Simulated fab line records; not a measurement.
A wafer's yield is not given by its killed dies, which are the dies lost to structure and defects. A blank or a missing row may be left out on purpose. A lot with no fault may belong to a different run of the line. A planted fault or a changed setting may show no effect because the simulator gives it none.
Which tool was responsible? -- flow sky130 -- 42 wafers from 14 lots sampled at 3 of the route's 708 steps

## WHAT EACH GAUGE READ, for each wafer
SKY_CAPM_RS_MEAS_03: measures by four-point-probe. Usual: CAPM_TIN_RS typically reads 6.91 ohm/sq, with standard deviation 0.11.
lot,measured,on,CAPM_TIN_RS (ohm/sq),flag
L882,day 36 07:52,film metro-03,6.80 7.01 6.91,
L884,day 36 18:57,film metro-04,7.12 7.05 7.07,
L886,day 37 13:55,film metro-04,6.98 6.99 7.10,
L887,day 38 00:28,film metro-03,6.93 6.29 6.92 6.92 6.28 6.92,
L888,day 38 05:08,film metro-02,6.96 6.90 6.31 6.95 6.91 6.31,
L895,day 40 08:44,film metro-03,6.72 6.76 6.74,
L897,day 40 18:40,film metro-02,6.70 6.83 6.91,
L898,day 40 21:40,film metro-02,7.04 6.84 6.94,
L899,day 41 08:19,film metro-02,6.93 6.95 6.69,
L900,day 41 16:56,film metro-03,6.82 6.76 6.80,
L901,day 41 23:53,film metro-03,7.04 7.04 6.97,
L902,day 42 04:22,film metro-03,6.87 6.77 6.79,
L903,day 42 16:32,film metro-03,6.91 6.95 6.84,
L904,day 42 17:49,film metro-02,6.86 6.71 6.89,

SKY_CAPM_THK_MEAS_04: measures by xrf. Usual: CAPM_TIN_THK typically reads 199 nm, with standard deviation 3.2.
lot,measured,on,CAPM_TIN_THK (nm),flag
L882,day 36 07:58,film metro-03,202 196 200,
L884,day 36 19:04,film metro-04,196 197 196,
L886,day 37 14:02,film metro-04,198 199 196,
L887,day 38 06:48,film metro-03,198 217 199 197 218 199,
L888,day 38 07:50,film metro-02,197 198 216 197 198 215,
L895,day 40 08:52,film metro-03,205 203 204,
L897,day 40 18:47,film metro-02,204 202 199,
L898,day 40 21:47,film metro-02,195 201 198,
L899,day 41 08:25,film metro-02,198 198 204,
L900,day 41 17:03,film metro-03,201 203 202,
L901,day 42 00:01,film metro-03,196 196 198,
L902,day 42 04:29,film metro-03,200 203 204,
L903,day 42 16:38,film metro-03,199 199 202,
L904,day 42 17:55,film metro-02,200 204 198,

## WHAT TOOL EACH LOT RAN ON (gives the tool, then ch and the chambers of the sampled wafers, and finally the start)
lot,SKY_CAPM_SPUTTER_02
L882,"pvd sputter-02, day 36 07:43"
L884,"pvd sputter-04, day 36 18:51"
L886,"pvd sputter-02, day 37 13:48"
L887,"pvd sputter-04, day 38 00:22"
L888,"pvd sputter-04, day 38 05:01"
L895,"pvd sputter-02, day 40 08:38"
L897,"pvd sputter-04, day 40 18:34"
L898,"pvd sputter-04, day 40 21:33"
L899,"pvd sputter-01, day 41 08:10"
L900,"pvd sputter-04, day 41 16:49"
L901,"pvd sputter-02, day 41 23:47"
L902,"pvd sputter-04, day 42 04:16"
L903,"pvd sputter-04, day 42 16:24"
L904,"pvd sputter-01, day 42 17:41"
- SKY_CAPM_SPUTTER_02: material TiN, target thk 200 nm, time 166.7 s.

## AS READ BY THE TOOLS THEMSELVES (means over the sampled wafers that have a number; for cases with no such wafer, the mark the record gives instead)
SKY_CAPM_SPUTTER_02. Usual: cathode dc power W 6500.2 W, standard deviation 1.2; throttle valve pct 29.7 %, standard deviation 1.1.
lot,tool,cathode dc power W (W),throttle valve pct (%),flag
L882,pvd sputter-02,6500.2,28.3,
L884,pvd sputter-04,6500.1,29.3,
L886,pvd sputter-02,6499.7,29.4,
L887,pvd sputter-04,6500.0,29.6,
L888,pvd sputter-04,6498.8,29.8,
L895,pvd sputter-02,6500.9,29.4,
L897,pvd sputter-04,6500.2,29.7,
L898,pvd sputter-04,6500.1,30.4,
L899,pvd sputter-01,6501.6,30.4,
L900,pvd sputter-04,6499.5,29.3,
L901,pvd sputter-02,6500.0,29.3,
L902,pvd sputter-04,6499.9,29.5,
L903,pvd sputter-04,6500.4,29.9,
L904,pvd sputter-01,6499.7,30.8,

## THE ANSWER, worked out from the rows above alone
Rule: lot off if the mean of its wafers having a number is beyond 3 standard deviations from the usual mean. A lot without any number at a reading at which 4 lots or more have one is off too. The other lots that the step has rows for count as sound. The gauges are gone through in route order, then the tools' own readings, and for those a lot's mean is taken as printed above. The first step at which some lot is off is used, and at that step the reading that is off furthest; a lot without a number counts as furthest.
No lot is off at any reading shown: from this, nothing can be told.

## WHAT HAD BEEN PUT IN BY THE SIMULATOR
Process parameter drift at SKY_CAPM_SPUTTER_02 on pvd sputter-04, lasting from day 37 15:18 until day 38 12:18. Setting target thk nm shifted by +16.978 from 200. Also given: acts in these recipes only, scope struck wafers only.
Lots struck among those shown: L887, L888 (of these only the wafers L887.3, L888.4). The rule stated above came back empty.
